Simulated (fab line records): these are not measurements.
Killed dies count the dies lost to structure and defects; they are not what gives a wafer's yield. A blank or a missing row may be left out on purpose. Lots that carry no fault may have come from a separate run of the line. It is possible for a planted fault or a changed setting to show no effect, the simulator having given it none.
Chamber matching -- flow gf180mcu -- 4 sister chambers for GF_V4_CMP_26 on cmp-01
The step polishes, stops on SiO2, t overpolish 15 s, target thk 0 nm. 8 wafers are shown with their chamber, then 12 later ones without.

## WAFERS PAIRED WITH THEIR CHAMBERS
wafer,chamber,time_to_endpoint_s (s),motor_current_A (A)
L088.6,3,90,10.7
L089.3,2,80,10.9
L090.4,2,84,10.4
L091.3,0,89,10.8
L091.5,3,88,10.2
L093.1,1,84,10.7
L093.4,0,89,11.2
L093.5,1,82,11.0

## WAFERS WITH NO CHAMBER GIVEN
wafer,time_to_endpoint_s (s),motor_current_A (A)
L092.1,89,11.0
L092.2,81,11.0
L092.5,86,10.0
L094.1,81,10.1
L094.2,82,10.9
L094.3,90,11.4
L095.1,85,10.4
L095.3,80,10.3
L095.6,86,10.8
L096.3,96,10.5
L096.4,84,10.7
L096.5,89,10.7

## WHICH CHAMBER EACH ONE RAN IN
wafer,from the rows above,in truth
L092.1,can't be placed: 0 or 3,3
L092.2,can't be placed: 1 or 2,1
L092.5,can't be placed: 3 or 2 or 1 or 0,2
L094.1,can't be placed: 2 or 1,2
L094.2,can't be placed: 1 or 2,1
L094.3,can't be placed: 0 or 3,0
L095.1,can't be placed: 1 or 2 or 3 or 0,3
L095.3,can't be placed: 2 or 1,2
L095.6,can't be placed: 1 or 0 or 3 or 2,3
L096.3,can't be placed: 3 or 0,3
L096.4,can't be placed: 1 or 2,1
L096.5,can't be placed: 3 or 0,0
Placed correctly: 0 of 12. These rows do not allow placing 12 (true chamber among the candidates in 12). Placed wrongly: 0.
How it was worked out, from the rows above alone: a wafer's distance from a chamber is the root of the sum, over the readings, of the square of ((its reading less the chamber's mean) divided by the reading's scatter). If the next closest chamber is less than 2 further off than the closest, the wafer can't be placed; otherwise it belongs to the closest. A chamber's mean is the mean of its shown wafers. The scatter: the root of (the sum of the squares of (reading less its chamber's mean) over the shown wafers, divided by (wafers less chambers)).
